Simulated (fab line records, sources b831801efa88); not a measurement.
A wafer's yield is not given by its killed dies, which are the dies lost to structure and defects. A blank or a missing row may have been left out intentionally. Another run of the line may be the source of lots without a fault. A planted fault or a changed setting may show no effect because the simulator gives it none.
Split-lot trial || flow sky130 || route with 708 steps; 5 lots, 23 wafers read

== ABOUT THE SPLIT ==
At SKY_CAPM_COAT_07 (resist thk 1140 nm), the setting resist_thk_nm was moved away from the recipe's 1140 nm on 9 of the 23 wafers read, by -3.2% to +2.8%. This setting was run at the recipe's value on the other wafers.

The reading is taken at the split's own step.

== THE READING ==
NOVOLAK_of_CAPM_COAT_07.thk_nm (the simulator's own value, which no gauge read), in nm, at SKY_CAPM_COAT_07 (resist thk 1140 nm). The file gives no usual value for it. Across the 14 wafers here that went through the recipe, the average is 1138 nm and the standard deviation 3.3 nm.

{"wafer": "L074.1", "tool, chamber at the split": "litho_track-04, 0", "resist_thk_nm as run, nm": 1140, "against the recipe": "recipe", "NOVOLAK_of_CAPM_COAT_07.thk_nm, nm": 1133, "against lot-mates on the recipe": "-"}
{"wafer": "L074.2", "tool, chamber at the split": "litho_track-04, 0", "resist_thk_nm as run, nm": 1140, "against the recipe": "recipe", "NOVOLAK_of_CAPM_COAT_07.thk_nm, nm": 1135, "against lot-mates on the recipe": "-"}
{"wafer": "L074.4", "tool, chamber at the split": "litho_track-04, 0", "resist_thk_nm as run, nm": 1140, "against the recipe": "recipe", "NOVOLAK_of_CAPM_COAT_07.thk_nm, nm": 1135, "against lot-mates on the recipe": "-"}
{"wafer": "L074.3", "tool, chamber at the split": "litho_track-04, 0", "resist_thk_nm as run, nm": 1140, "against the recipe": "recipe", "NOVOLAK_of_CAPM_COAT_07.thk_nm, nm": 1137, "against lot-mates on the recipe": "-"}
{"wafer": "L074.6", "tool, chamber at the split": "litho_track-04, 0", "resist_thk_nm as run, nm": 1140, "against the recipe": "recipe", "NOVOLAK_of_CAPM_COAT_07.thk_nm, nm": 1136, "against lot-mates on the recipe": "-"}
{"wafer": "L077.1", "tool, chamber at the split": "litho_track-01, 0", "resist_thk_nm as run, nm": 1140, "against the recipe": "recipe", "NOVOLAK_of_CAPM_COAT_07.thk_nm, nm": 1142, "against lot-mates on the recipe": "-"}
{"wafer": "L077.2", "tool, chamber at the split": "litho_track-01, 0", "resist_thk_nm as run, nm": 1140, "against the recipe": "recipe", "NOVOLAK_of_CAPM_COAT_07.thk_nm, nm": 1145, "against lot-mates on the recipe": "-"}
{"wafer": "L077.3", "tool, chamber at the split": "litho_track-01, 0", "resist_thk_nm as run, nm": 1104, "against the recipe": "-3.2%", "NOVOLAK_of_CAPM_COAT_07.thk_nm, nm": 1108, "against lot-mates on the recipe": -36}
{"wafer": "L077.5", "tool, chamber at the split": "litho_track-01, 0", "resist_thk_nm as run, nm": 1104, "against the recipe": "-3.2%", "NOVOLAK_of_CAPM_COAT_07.thk_nm, nm": 1108, "against lot-mates on the recipe": -36}
{"wafer": "L077.4", "tool, chamber at the split": "litho_track-01, 0", "resist_thk_nm as run, nm": 1104, "against the recipe": "-3.2%", "NOVOLAK_of_CAPM_COAT_07.thk_nm, nm": 1103, "against lot-mates on the recipe": -40}
{"wafer": "L079.1", "tool, chamber at the split": "litho_track-01, 0", "resist_thk_nm as run, nm": 1140, "against the recipe": "recipe", "NOVOLAK_of_CAPM_COAT_07.thk_nm, nm": 1140, "against lot-mates on the recipe": "-"}
{"wafer": "L079.4", "tool, chamber at the split": "litho_track-01, 0", "resist_thk_nm as run, nm": 1140, "against the recipe": "recipe", "NOVOLAK_of_CAPM_COAT_07.thk_nm, nm": 1139, "against lot-mates on the recipe": "-"}
{"wafer": "L079.5", "tool, chamber at the split": "litho_track-01, 0", "resist_thk_nm as run, nm": 1140, "against the recipe": "recipe", "NOVOLAK_of_CAPM_COAT_07.thk_nm, nm": 1141, "against lot-mates on the recipe": "-"}
{"wafer": "L080.1", "tool, chamber at the split": "litho_track-02, 0", "resist_thk_nm as run, nm": 1172, "against the recipe": "+2.8%", "NOVOLAK_of_CAPM_COAT_07.thk_nm, nm": 1173, "against lot-mates on the recipe": "+34"}
{"wafer": "L080.2", "tool, chamber at the split": "litho_track-02, 0", "resist_thk_nm as run, nm": 1140, "against the recipe": "recipe", "NOVOLAK_of_CAPM_COAT_07.thk_nm, nm": 1140, "against lot-mates on the recipe": "-"}
{"wafer": "L080.4", "tool, chamber at the split": "litho_track-02, 0", "resist_thk_nm as run, nm": 1172, "against the recipe": "+2.8%", "NOVOLAK_of_CAPM_COAT_07.thk_nm, nm": 1175, "against lot-mates on the recipe": "+36"}
{"wafer": "L080.6", "tool, chamber at the split": "litho_track-02, 0", "resist_thk_nm as run, nm": 1172, "against the recipe": "+2.8%", "NOVOLAK_of_CAPM_COAT_07.thk_nm, nm": 1175, "against lot-mates on the recipe": "+36"}
{"wafer": "L080.5", "tool, chamber at the split": "litho_track-02, 0", "resist_thk_nm as run, nm": 1140, "against the recipe": "recipe", "NOVOLAK_of_CAPM_COAT_07.thk_nm, nm": 1139, "against lot-mates on the recipe": "-"}
{"wafer": "L085.1", "tool, chamber at the split": "litho_track-01, 0", "resist_thk_nm as run, nm": 1114, "against the recipe": "-2.3%", "NOVOLAK_of_CAPM_COAT_07.thk_nm, nm": 1110, "against lot-mates on the recipe": -25}
{"wafer": "L085.2", "tool, chamber at the split": "litho_track-01, 0", "resist_thk_nm as run, nm": 1140, "against the recipe": "recipe", "NOVOLAK_of_CAPM_COAT_07.thk_nm, nm": 1134, "against lot-mates on the recipe": "-"}
{"wafer": "L085.3", "tool, chamber at the split": "litho_track-01, 0", "resist_thk_nm as run, nm": 1140, "against the recipe": "recipe", "NOVOLAK_of_CAPM_COAT_07.thk_nm, nm": 1136, "against lot-mates on the recipe": "-"}
{"wafer": "L085.4", "tool, chamber at the split": "litho_track-01, 0", "resist_thk_nm as run, nm": 1114, "against the recipe": "-2.3%", "NOVOLAK_of_CAPM_COAT_07.thk_nm, nm": 1113, "against lot-mates on the recipe": -22}
{"wafer": "L085.6", "tool, chamber at the split": "litho_track-01, 0", "resist_thk_nm as run, nm": 1114, "against the recipe": "-2.3%", "NOVOLAK_of_CAPM_COAT_07.thk_nm, nm": 1109, "against lot-mates on the recipe": -26}

FIT RESULTS
A straight line over all 23 wafers: NOVOLAK_of_CAPM_COAT_07.thk_nm changes by +11.6 nm for each +1% of resist_thk_nm; r = +0.98; the points scatter about the line by 3.6 nm.
The same after taking each lot's own level away (the mean of its wafers on the recipe; 23 wafers): +11.8 nm for each +1%; r = +1.00; scatter 1.8 nm.
Per that fit: largest resist_thk_nm move, reading shift of 37 nm.
The lots' own levels span 1135.0 to 1143.5 nm, that is 2.6 times the standard deviation above.
The two slopes are in agreement: the lot-to-lot level therefore moves the slope only a little.
Check: with one of the wafers moved furthest among these (-3.2%) left out of the fit, the line predicts -36.9 nm for it against its lot-mates. Against them it came out at -35.5 nm.

== THESE WAFERS: OTHER SPLITS ==
Note: prior to the reading, these wafers also went through further splits. Each is held against what the fit with the lots' levels taken away leaves over:
{"other split on the same wafers": "SKY_METAL2_SPUTTER_02 power_w", "wafers away from the commonest value": 9, "r with NOVOLAK_of_CAPM_COAT_07.thk_nm (lot level and that fit taken away)": "+0.40"}
{"other split on the same wafers": "SKY_METAL2_ETCH_18 time_s", "wafers away from the commonest value": 11, "r with NOVOLAK_of_CAPM_COAT_07.thk_nm (lot level and that fit taken away)": -0.39}
{"other split on the same wafers": "SKY_VIA2_COAT_07 resist_thk_nm", "wafers away from the commonest value": 5, "r with NOVOLAK_of_CAPM_COAT_07.thk_nm (lot level and that fit taken away)": -0.17}
{"other split on the same wafers": "SKY_VIA2_ETCH_15 bias_w", "wafers away from the commonest value": 6, "r with NOVOLAK_of_CAPM_COAT_07.thk_nm (lot level and that fit taken away)": -0.24}
{"other split on the same wafers": "SKY_VIA2_SPUTTER_20 chamber_pressure_pa", "wafers away from the commonest value": 18, "r with NOVOLAK_of_CAPM_COAT_07.thk_nm (lot level and that fit taken away)": "+0.13"}

== THE WHOLE CHAIN: every reading that the file lists as answering this split, in the file's order ==
{"step": "SKY_CAPM_COAT_07", "what it does": "resist thk 1140 nm", "reading": "NOVOLAK_of_CAPM_COAT_07.thk_nm (the simulator's own value, which no gauge read)", "change (the file's fit)": "+11.7 nm for each +1% of the setting", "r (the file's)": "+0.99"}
{"step": "SKY_CAPM_STRIP_14", "what it does": "strips in O2/N2", "reading": "strip_time_to_endpoint_s", "change (the file's fit)": "withheld for each +1% of the setting", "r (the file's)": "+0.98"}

== FILE'S OWN FIT ==
NOVOLAK_of_CAPM_COAT_07.thk_nm changes by +11.7 nm for each +1% of resist_thk_nm, r = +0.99.
